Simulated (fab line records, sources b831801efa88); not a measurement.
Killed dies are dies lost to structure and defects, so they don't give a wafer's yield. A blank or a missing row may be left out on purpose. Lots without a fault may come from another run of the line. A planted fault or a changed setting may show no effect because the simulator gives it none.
Chamber matching | flow sky130 | SKY_POLY_CUT_ETCH_10 on rie_diel-02: 4 sister chambers
The step etches BARC in N2/H2, stops on SiO2, time 45.9 s, target depth 60 nm. 4 wafers are shown with their chamber, then 8 later ones without.

WAFERS WITH THEIR CHAMBER
wafer  | chamber | drypump_motor_current_A (A)
L084.5 | 1       | 5.36
L087.5 | 3       | 5.50
L087.6 | 2       | 6.22
L092.2 | 0       | 5.54

WAFERS WITHOUT THEIR CHAMBER
wafer  | drypump_motor_current_A (A)
L092.4 | 6.23
L092.5 | 5.53
L096.2 | 5.55
L096.3 | 5.39
L096.6 | 5.49
L097.1 | 5.39
L097.3 | 6.20
L097.6 | 5.37

WHICH CHAMBER EACH WENT THROUGH
wafer  | from the rows above     | in truth
L092.4 | 2                       | 2
L092.5 | can't be placed: 0 or 3 | 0
L096.2 | 0                       | 0
L096.3 | 1                       | 1
L096.6 | 3                       | 3
L097.1 | 1                       | 1
L097.3 | 2                       | 2
L097.6 | 1                       | 1
Placed correctly: 7 of 8. Can't be placed from these rows: 1 (the true chamber is among the candidates in 1). Placed wrongly: 0.
How it was worked out, from the rows above alone: a wafer's distance from a chamber is the root of the sum, over the readings, of the square of ((its reading less the chamber's mean) divided by the reading's scatter). The wafer belongs to the nearest chamber; if the next one is less than 2 further off, it can't be placed. A chamber's mean is the mean of its shown wafers. The scatter: with one shown wafer a chamber, the root of the mean of the squares of how far each hidden wafer lies from its nearest shown one.
